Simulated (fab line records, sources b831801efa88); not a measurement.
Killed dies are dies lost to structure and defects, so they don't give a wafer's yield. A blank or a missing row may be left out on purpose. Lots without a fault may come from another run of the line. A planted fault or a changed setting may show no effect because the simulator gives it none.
Which tool did it? | flow gf180mcu | 12 lots, 36 wafers sampled, at 6 steps of a route of 602

WHAT THE GAUGES READ, wafer by wafer
GF_V1_THK_MEAS_03. Usual: V1_CVD_02_THK 852 nm, standard deviation 12.
lot  | measured     | on            | V1_CVD_02_THK (nm) | flag
L272 | day 17 01:57 | film_metro-01 | 846 851 862        |
L273 | day 17 12:15 | film_metro-04 | 839 854 847        |
L274 | day 17 22:58 | film_metro-04 | 853 869 857        |
L275 | day 18 03:22 | film_metro-01 | 855 839 854        |
L281 | day 21 16:02 | film_metro-04 | 587 834 839        | OFF
L287 | day 22 23:25 | film_metro-03 | 854 840 864        |
L288 | day 23 12:10 | film_metro-04 | 845 865 853        |
L290 | day 23 18:27 | film_metro-01 | 878 853 874        |
L292 | day 24 12:01 | film_metro-04 | 846 871 881        |
L293 | day 24 19:28 | film_metro-03 | 841 862 858        |
L294 | day 25 06:14 | film_metro-04 | 825 840 853        |
L295 | day 25 08:13 | film_metro-03 | 860 869 880        |

GF_V5_THK_MEAS_01. Usual: V5_CVD_00_THK 300 nm, standard deviation 4.2.
lot  | measured     | on            | V5_CVD_00_THK (nm) | flag
L272 | day 26 07:07 | film_metro-03 | 298 297 301        |
L273 | day 26 16:40 | film_metro-03 | 304 302 303        |
L274 | day 27 00:50 | film_metro-01 | 307 303 304        |
L275 | day 27 04:19 | film_metro-04 | 300 300 299        |
L281 | day 30 01:54 | film_metro-01 | 301 299 302        |
L287 | day 31 02:38 | film_metro-01 | 299 300 294        |
L288 | day 31 11:53 | film_metro-03 | 295 294 295        |
L290 | day 31 18:36 | film_metro-01 | 294 294 295        |
L292 | day 32 07:30 | film_metro-01 | 304 299 303        |
L293 | day 32 13:25 | film_metro-01 | 297 303 297        |
L294 | day 32 22:08 | film_metro-03 | 305 301 301        |
L295 | day 32 22:59 | film_metro-03 | 304 308 300        |

WHICH TOOL RAN EACH LOT (tool, then ch and the chambers of the sampled wafers, then the start)
lot  | GF_V1_CVD_02                    | GF_V1_CMP_04                  | GF_V1_ETCH_17                                 | GF_MIM_SPUTTER_09
L272 | pecvd-04 ch 0,1, day 17 01:52   | cmp-01 ch 0,2,3, day 17 02:03 | rie_diel-04 ch 0,3, day 24 11:33 or earlier   | pvd_sputter-04, day 24 11:33
L273 | pecvd-02 ch 1,2, day 17 12:10   | cmp-01 ch 0,1,2, day 17 12:21 | rie_diel-04 ch 0,3, day 24 20:48 or earlier   | pvd_sputter-02, day 24 20:48
L274 | pecvd-04 ch 0,1,2, day 17 22:53 | cmp-01 ch 0,3, day 17 23:01   | rie_diel-03 ch 0,2, day 25 05:29 or earlier   | pvd_sputter-01, day 25 05:29
L275 | pecvd-02 ch 0,1, day 18 03:18   | cmp-01 ch 1,2, day 18 03:29   | rie_diel-02 ch 1,2,3, day 25 10:00 or earlier | pvd_sputter-04, day 25 10:00
L281 | pecvd-02 ch 0,2, day 21 15:58   | cmp-02 ch 0,1,3, day 21 16:05 | rie_diel-03 ch 0,1,2, day 28 09:51 or earlier | pvd_sputter-01, day 28 09:51
L287 | pecvd-01 ch 1,2, day 22 23:21   | cmp-02 ch 2,3, day 22 23:32   | rie_diel-03 ch 0,2,3, day 29 12:49 or earlier | pvd_sputter-04, day 29 12:49
L288 | pecvd-01 ch 0,2, day 23 12:04   | cmp-01 ch 0,1, day 23 12:13   | rie_diel-03 ch 1,2,3, day 30 00:03 or earlier | pvd_sputter-02, day 30 00:03
L290 | pecvd-04 ch 0,1,2, day 23 18:23 | cmp-01 ch 0,2,3, day 23 18:38 | rie_diel-02 ch 1,2,3, day 30 04:47 or earlier | pvd_sputter-04, day 30 04:47
L292 | pecvd-01 ch 0,2, day 24 11:55   | cmp-02 ch 0,3, day 24 12:05   | rie_diel-02 ch 0,2,3, day 30 18:50 or earlier | pvd_sputter-02, day 30 18:50
L293 | pecvd-01 ch 0,2, day 24 19:20   | cmp-01 ch 0,2,3, day 24 19:34 | rie_diel-04 ch 1,2,3, day 31 01:26 or earlier | pvd_sputter-02, day 31 01:26
L294 | pecvd-01 ch 1,2, day 25 06:08   | cmp-02 ch 0,2,3, day 25 06:25 | rie_diel-04 ch 0,1, day 31 10:22 or earlier   | pvd_sputter-02, day 31 10:22
L295 | pecvd-04 ch 0,2, day 25 08:07   | cmp-02 ch 2,3, day 25 08:15   | rie_diel-04 ch 1,2,3, day 31 11:43 or earlier | pvd_sputter-02, day 31 11:43
- GF_V1_CVD_02: deposits SiO2 from TEOS, target thk 850 nm, time 94.851 s.
- GF_V1_CMP_04: polishes SiO2.
- GF_V1_ETCH_17: etches SiO2 in C4F8/O2/Ar, stops on TiN, target depth 630 nm.
- GF_MIM_SPUTTER_09: material TiN, target thk 35 nm, time 29.2 s.

WHAT THE TOOLS THEMSELVES READ (means of the sampled wafers that have a number; where no wafer has one, the mark that the record gives instead)
GF_V1_CVD_02. Usual: heater_power_w 651 W, standard deviation 92; run_length_s 122.8 s, standard deviation 0.67.
lot  | tool     | heater_power_w (W) | run_length_s (s) | flag
L272 | pecvd-04 | 664                | 123.2            |
L273 | pecvd-02 | 788                | 123.0            |
L274 | pecvd-04 | 641                | 123.2            |
L275 | pecvd-02 | 698                | 123.2            |
L281 | pecvd-02 | 592                | 112.8            | OFF
L287 | pecvd-01 | 588                | 123.3            |
L288 | pecvd-01 | 621                | 123.0            |
L290 | pecvd-04 | 651                | 123.0            |
L292 | pecvd-01 | 676                | 122.8            |
L293 | pecvd-01 | 686                | 123.1            |
L294 | pecvd-01 | 572                | 123.3            |
L295 | pecvd-04 | 648                | 123.1            |

GF_V1_CMP_04. Usual: motor_current_A 12.1 A, standard deviation 1.1; time_to_endpoint_s 82 s, standard deviation 5.5.
lot  | tool   | motor_current_A (A) | time_to_endpoint_s (s) | flag
L272 | cmp-01 | 12.2                | 84                     |
L273 | cmp-01 | 11.6                | 82                     |
L274 | cmp-01 | 12.8                | 82                     |
L275 | cmp-01 | 11.3                | 81                     |
L281 | cmp-02 | 12.2                | 65                     | OFF
L287 | cmp-02 | 12.6                | 83                     |
L288 | cmp-01 | 11.8                | 83                     |
L290 | cmp-01 | 12.6                | 87                     |
L292 | cmp-02 | 13.4                | 89                     |
L293 | cmp-01 | 12.6                | 80                     |
L294 | cmp-02 | 13.5                | 75                     |
L295 | cmp-02 | 12.5                | 92                     |

GF_V1_ETCH_17. Usual: oes_product_au 0.856 a.u., standard deviation 0.0045.
lot  | tool        | oes_product_au (a.u.) | flag
L272 | rie_diel-04 | 0.855                 |
L273 | rie_diel-04 | 0.856                 |
L274 | rie_diel-03 | 0.853                 |
L275 | rie_diel-02 | 0.855                 |
L281 | rie_diel-03 | 0.841                 | OFF
L287 | rie_diel-03 | 0.854                 |
L288 | rie_diel-03 | 0.858                 |
L290 | rie_diel-02 | 0.856                 |
L292 | rie_diel-02 | 0.858                 |
L293 | rie_diel-04 | 0.856                 |
L294 | rie_diel-04 | 0.858                 |
L295 | rie_diel-04 | 0.850                 |

GF_MIM_SPUTTER_09. Usual: throttle_valve_pct 29.6 %, standard deviation 0.39.
lot  | tool           | throttle_valve_pct (%) | flag
L272 | pvd_sputter-04 | 29.4                   |
L273 | pvd_sputter-02 | 29.7                   |
L274 | pvd_sputter-01 | 29.3                   |
L275 | pvd_sputter-04 | 29.2                   |
L281 | pvd_sputter-01 | 29.6                   |
L287 | pvd_sputter-04 | 29.6                   |
L288 | pvd_sputter-02 | 29.7                   |
L290 | pvd_sputter-04 | 29.5                   |
L292 | pvd_sputter-02 | 29.7                   |
L293 | pvd_sputter-02 | 29.8                   |
L294 | pvd_sputter-02 | 29.6                   |
L295 | pvd_sputter-02 | 29.7                   |

THE ANSWER, worked out from the rows above alone
Rule: a lot is off if the mean of its wafers that have a number lies more than 3 standard deviations from the usual mean. A lot without any number at a reading at which 4 lots or more have one is off too. The other lots that the step has rows for count as sound. The gauges are gone through in route order, then the tools' own readings, and for those a lot's mean is taken as printed above. The first step at which some lot is off is used, and at that step the reading that is off furthest; a lot without a number counts as furthest.
Off: L281, at GF_V1_THK_MEAS_03 (V1_CVD_02_THK).
A tool fits if, at a process step before that reading, it ran every lot that is off, and no sound lot after the first of them. The gauges at GF_V1_THK_MEAS_03 aren't tried: what is off there is off at GF_V1_CVD_02 too, on other tools, and a gauge's error can't cause that. One fits: pecvd-02 at GF_V1_CVD_02. Its last sound lot is L275 (day 18 03:18), its first lot that is off L281 (day 21 15:58): a fault that began between those two fits.
The tool's own readings at GF_V1_CVD_02 bear it out: on the lots that are off they differ by more than 5 times the standard deviation of the sound lots' means. run_length_s reads 112.8 s there against 123.1 s on the sound lots.

WHAT THE SIMULATOR HAD PUT IN
Process parameter drift: pecvd-02, from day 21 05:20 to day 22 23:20, at GF_V1_CVD_02. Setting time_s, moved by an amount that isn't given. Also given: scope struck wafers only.
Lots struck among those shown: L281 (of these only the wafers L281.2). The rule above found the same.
